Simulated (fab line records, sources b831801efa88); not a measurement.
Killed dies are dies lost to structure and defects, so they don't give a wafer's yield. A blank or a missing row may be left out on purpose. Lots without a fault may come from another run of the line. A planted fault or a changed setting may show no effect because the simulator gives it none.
Problem report in the 8D (eight disciplines) form, filled by code | flow sky130 | the parts of the form that need people (team, actions taken, sign-off) are left out

1. THE PROBLEM
spin_speed_rpm at SKY_METAL3_COAT_07 reads a mean of 2855.7 rpm on 6 wafers of 2 lots; wafers without a fault read 3000.0 rpm with a standard deviation of 2.2. That is -66 standard deviations from the usual mean.
The step: resist thk 60 nm.
First seen on wafer L893.1, day 40 01:08, on litho_track-04. The record holds 18 wafers of 6 lots with a number at this step. Rule for "out", or "out of limits": more than 4 standard deviations from the usual mean. The other wafers with a number count as sound.

2. WHAT IT IS AND WHAT IT IS NOT
question                    | is                     | is not
which readings at this step | spin_speed_rpm         | -
which lots                  | L893, L897             | L888, L901, L908, L909
which wafers of those lots  | all that have a number | -
read on which tools         | litho_track-04         | litho_track-01, litho_track-02
when                        | from day 40 01:08      | up to then (3 sound wafers); but 9 sound wafers of L901, L908, L909 came after

3. SUSPECTS, AND WHAT RULES EACH OUT
Counting: a tool at a process step up to the reading stays a suspect if it ran every lot that is out and no sound lot after the first of them.
- plasma_asher-02 at SKY_CAPM_STRIP_14 (strips in O2/N2): ruled out as a lasting fault. Sound lots L901 ran on it after its first lot that is out, L893 (day 39 12:45).
- litho_track-04 at SKY_METAL3_COAT_07 (resist thk 60 nm): ruled out as a lasting fault. Sound lots L909 ran on it after its first lot that is out, L893 (day 40 01:08).
Left after counting: nothing in the record.

4. THE CAUSE (what the simulator had put in)
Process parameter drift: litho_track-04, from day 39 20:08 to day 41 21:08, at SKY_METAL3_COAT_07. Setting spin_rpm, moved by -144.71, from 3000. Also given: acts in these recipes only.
Counting ruled it out, wrongly.

5. THE CHAIN OF EFFECTS, in route order
Each row: a reading whose mean over the struck wafers that have a number lies more than 3 standard deviations from the usual. Only readings for which the record gives a usual standard deviation are gone through. hours: the time from each lot's start at the first step in this table that gives one to its start at this step, as a median over the lots. sigmas: the change in usual standard deviations.
hours | step               | reading        | usual      | on struck wafers | change | sigmas
0     | SKY_METAL3_COAT_07 | spin_speed_rpm | 3000.0 rpm | 2855.7           | -144.3 | -66
The process steps in it:
- SKY_METAL3_COAT_07: resist thk 60 nm.
Later measuring or inspecting steps at which every struck wafer that the step has a row for has a number for every such reading, and none has moved that far: SKY_METAL3_CD_MEAS_13, SKY_METAL3_OVL_MEAS_14.

6. WHAT WOULD HAVE CAUGHT IT SOONER
In this record the first reading out of limits was taken at day 40 01:08, 5 hours after the fault began at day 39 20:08.
